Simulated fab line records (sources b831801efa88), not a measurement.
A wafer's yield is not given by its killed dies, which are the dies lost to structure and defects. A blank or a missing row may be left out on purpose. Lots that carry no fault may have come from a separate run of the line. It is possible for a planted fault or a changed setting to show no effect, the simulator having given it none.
Chamber matching ; flow sky130 ; SKY_CAPM_CVD_00 on pecvd-01: 3 sister chambers
The step deposits SiO2, target thk 15.5 nm. 16 wafers are shown with their chamber, then 8 later ones without.

EACH WAFER AND ITS CHAMBER
wafer;chamber;heaterPowerW (W)
L076.1;0;771
L076.2;2;693
L076.3;2;681
L076.4;0;754
L076.5;2;684
L076.6;0;761
L078.1;0;639
L078.2;1;771
L078.6;2;711
L082.3;1;774
L082.4;2;718
L082.6;1;747
L084.1;1;745
L084.2;0;753
L084.3;2;653
L085.1;0;702

SIGNATURES, as means of the wafers listed above
reading;chamber 0;chamber 1;chamber 2;scatter within a chamber
heaterPowerW;730.00;759.25;690.00;35.3
Rule: for each reading, subtract the chamber's mean from the wafer's reading, divide by that reading's scatter and square the result; add these up over the readings and take the root, which gives the wafer's distance from the chamber. If the next closest chamber is less than 2 further off than the closest, the wafer can't be placed; otherwise it belongs to the closest. The scatter is the square root of a quotient: the sum, over the shown wafers, of each reading's squared deviation from its chamber's mean, divided by wafers minus chambers.

WAFERS WITH NO CHAMBER GIVEN
wafer;heaterPowerW (W)
L085.2;755
L085.5;697
L094.1;730
L094.2;604
L094.3;761
L094.4;605
L094.5;746
L094.6;781

WHICH CHAMBER EACH WENT THROUGH
wafer;from the rows above;in truth
L085.2;can't be placed: 1 or 0 or 2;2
L085.5;can't be placed: 2 or 0 or 1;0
L094.1;can't be placed: 0 or 1 or 2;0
L094.2;can't be placed: 2 or 0 or 1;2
L094.3;can't be placed: 1 or 0 or 2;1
L094.4;can't be placed: 2 or 0 or 1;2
L094.5;can't be placed: 1 or 0 or 2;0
L094.6;can't be placed: 1 or 0 or 2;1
0 of 8 placed correctly. Not placeable from these rows: 8 (in 8, the candidates include the true chamber). Number placed wrongly: 0.
